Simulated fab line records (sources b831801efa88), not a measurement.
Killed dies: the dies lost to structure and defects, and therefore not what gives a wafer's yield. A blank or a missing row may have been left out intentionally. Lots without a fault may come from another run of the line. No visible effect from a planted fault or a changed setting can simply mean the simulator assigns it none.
Split-lot experiment    flow sky130    on a route of 708 steps: 5 lots, 23 wafers read

## SPLIT DETAILS
At SKY_VIA1_HDPCVD_00 (deposits SiO2, target thk 1030 nm, time 171.7 s), the setting sih4 flow sccm was moved away from the recipe's 60 sccm on 9 of the 23 wafers read, by -11.7% to +14.6%. All remaining wafers had this setting at the recipe value.

Split to reading: the file shows no intervening step.

## THE READING
VIA1_HDPCVD_THK in nanometres, read at SKY_VIA1_THK_MEAS_01. Fault-free wafers of this fab line usually give 1035 nm, standard deviation 12 nm.

wafer   tool, chamber at the split  sih4 flow sccm as run, sccm  against the recipe  VIA1_HDPCVD_THK, nm  against lot-mates on the recipe
L075.1  hdpcvd-01, 0                60                           recipe              1031                 -
L075.2  hdpcvd-01, 2                63.45                        +5.8%               1080                 +53
L075.3  hdpcvd-01, 0,2              60                           recipe              1020                 -
L075.4  hdpcvd-01, 0,2              60                           recipe              1031                 -
L075.6  hdpcvd-01, 2                63.45                        +5.8%               1080                 +53
L078.1  hdpcvd-02, 0                68.78                        +14.6%              1179                 +146
L078.2  hdpcvd-02, 2                68.78                        +14.6%              1198                 +165
L078.3  hdpcvd-02, 1                60                           recipe              1035                 -
L078.4  hdpcvd-02, 2                68.78                        +14.6%              1183                 +150
L078.6  hdpcvd-02, 1                60                           recipe              1031                 -
L079.2  hdpcvd-02, 0                60                           recipe              1034                 -
L079.3  hdpcvd-02, 1,0              53                           -11.7%              916                  -121
L079.4  hdpcvd-02, 1                60                           recipe              1040                 -
L079.5  hdpcvd-02, 2                60                           recipe              1038                 -
L079.6  hdpcvd-02, 1,0              53                           -11.7%              918                  -119
L080.1  hdpcvd-02, 2                60                           recipe              1032                 -
L080.5  hdpcvd-02, 1                60                           recipe              1046                 -
L080.6  hdpcvd-02, 2                60                           recipe              1028                 -
L081.1  hdpcvd-01, 0                55.87                        -6.9%               990                  -71
L081.2  hdpcvd-01, 1                60                           recipe              1062                 -
L081.4  hdpcvd-01, 2                55.87                        -6.9%               1002                 -59
L081.5  hdpcvd-01, 1                60                           recipe              1064                 -
L081.6  hdpcvd-01, 0                60                           recipe              1057                 -
Rows listing several chambers each stand for several wafers; the file does not say which wafer went through which chamber.

FIT RESULTS
A straight line over all 23 wafers: VIA1_HDPCVD_THK changes by +9.65 nm for each +1% of sih4 flow sccm; r = +0.98; the points scatter about the line by 14 nm.
The same after taking each lot's own level away (the mean of its wafers on the recipe; 23 wafers): +10.3 nm for each +1%; r = +1.00; scatter 6 nm.
Per that fit: largest sih4 flow sccm move, reading shift of 1.5e+02 nm.
The lots' own levels span 1027.3 to 1061.0 nm, that is 2.8 times the standard deviation above.
Consequently the slope shifts little with the lot-to-lot level, the two slopes agreeing.
Check: +152 nm against its lot-mates is what the line predicts for one of the wafers moved furthest among these (+14.6%) when that wafer is left out of the fit. Against them it came out at +146 nm.

## OTHER SPLITS ON THESE WAFERS
Before the reading, these wafers also passed through other splits. Each is held against what the fit with the lots' levels taken away leaves over:
other split on the same wafers               wafers away from the commonest value  r with VIA1_HDPCVD_THK (lot level and that fit taken away)
SKY_LOCAL_INTERCONNECT_METAL_ETCH_14 time s  9                                     +0.15
SKY_CONTACT_COAT_09 resist thk nm            7                                     +0.19
SKY_CONTACT_ETCH_17 bias w                   4                                     -0.35
SKY_METAL1_SPUTTER_02 power w                7                                     +0.03

## THE WHOLE CHAIN: every reading that the file lists as answering this split, in the file's order
step                  what it does                                     reading                                                                         change (the file's fit)               r (the file's)
SKY_VIA1_HDPCVD_00    deposits SiO2, target thk 1030 nm, time 171.7 s  SiO2_of_VIA1_HDPCVD_00.thk nm (the simulator's own value, which no gauge read)  +9.49 nm for each +1% of the setting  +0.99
SKY_VIA1_THK_MEAS_01                                                   VIA1_HDPCVD_THK                                                                 +10.2 for each +1% of the setting     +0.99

## FILE'S OWN FIT
VIA1_HDPCVD_THK changes by +10.2 nm for each +1% of sih4 flow sccm, r = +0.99.
